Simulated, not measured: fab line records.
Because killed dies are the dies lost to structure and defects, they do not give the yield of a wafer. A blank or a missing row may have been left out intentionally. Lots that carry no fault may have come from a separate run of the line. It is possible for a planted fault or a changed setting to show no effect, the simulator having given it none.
8D (eight disciplines) problem report, filled in by code    flow sky130    the parts of the form that need people (team, actions taken, sign-off) are left out

== 1. THE PROBLEM ==
Across 6 wafers from 2 lots, VT_ADJUST_HVTR_OVL at SKY_VT_ADJUST_HVTR_OVL_MEAS_08 averages 168.1 nm, while fault-free wafers read 0.1 nm with a standard deviation of 1.4. So: +99 or more standard deviations from the usual mean.
Seen first at day 13 17:16 on overlay-01, wafer L604.1. At this step, 33 wafers from 11 lots have a number in the record. By rule, "out" or "out of limits" means more than 4 standard deviations away from the usual mean. The other wafers with a number count as sound.

== 2. WHAT IT IS, AND WHAT IT ISN'T ==
question                     is                      is not
which readings at this step  VT_ADJUST_HVTR_OVL      -
which lots                   L604, L605              L591, L592, L593, L594, L595, L606, L610, L613, L614
which wafers of those lots   all that have a number  -
read on which gauges         overlay-01, overlay-02  -
when                         from day 13 17:16       up to then (15 sound wafers); but 12 sound wafers of L606, L610, L613, L614 came after

== 3. WHAT RULES OUT EACH SUSPECT ==
Counting: a tool stays on the suspect list if, at a process step up to the reading, it processed all lots that are out and no sound lot following the first of them.
- the gauge at SKY_VT_ADJUST_HVTR_OVL_MEAS_08: ruled out. The wafers that are out were read on 2 gauges (overlay-01, overlay-02).
- iline_stepper-01 at SKY_VT_ADJUST_HVTR_EXPOSE_04 (exposes mask HVTRM, target cd 380 nm): kept. It ran every lot that is out, first L604 (day 13 04:20), and no sound lot after that; its last sound lot up to then is L593 (day 9 11:09).
After counting, what remains is iline_stepper-01 at SKY_VT_ADJUST_HVTR_EXPOSE_04.

== 4. THE CAUSE (what the simulator had put in) ==
Scanner matching overlay: iline_stepper-01, from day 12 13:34 on, at SKY_VT_ADJUST_HVTR_EXPOSE_04. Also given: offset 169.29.
Only this tool survived the counting.

== 5. THE CHAIN OF EFFECTS, in route order ==
One row per reading whose mean, taken over the struck wafers that have a number, lies over 3 standard deviations from the usual. Scope: only readings with a usual standard deviation given in the record; hours: median across lots of the time from each lot's start at the first step in this table that gives one to its start at this step; sigmas: change in usual standard deviations.
hours  step                            reading             usual   on struck wafers  change  sigmas
0      SKY_VT_ADJUST_HVTR_OVL_MEAS_08  VT_ADJUST_HVTR_OVL  0.1 nm  168.1             +168.0  +99 or more

== 6. HOW IT WOULD HAVE BEEN CAUGHT EARLIER ==
In this record the first reading out of limits at a measuring or inspecting step was taken at day 13 17:16, 28 hours after the fault began at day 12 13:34.
An alarm limit of 4 standard deviations would not have fired on the tool readings at SKY_VT_ADJUST_HVTR_EXPOSE_04 for which the record gives a usual standard deviation, since none of them was out on any struck wafer.
Lots out: 2; all had begun SKY_VT_ADJUST_HVTR_EXPOSE_04 on iline_stepper-01 by day 13 17:16. None of them would have been spared by holding the tool at that moment.
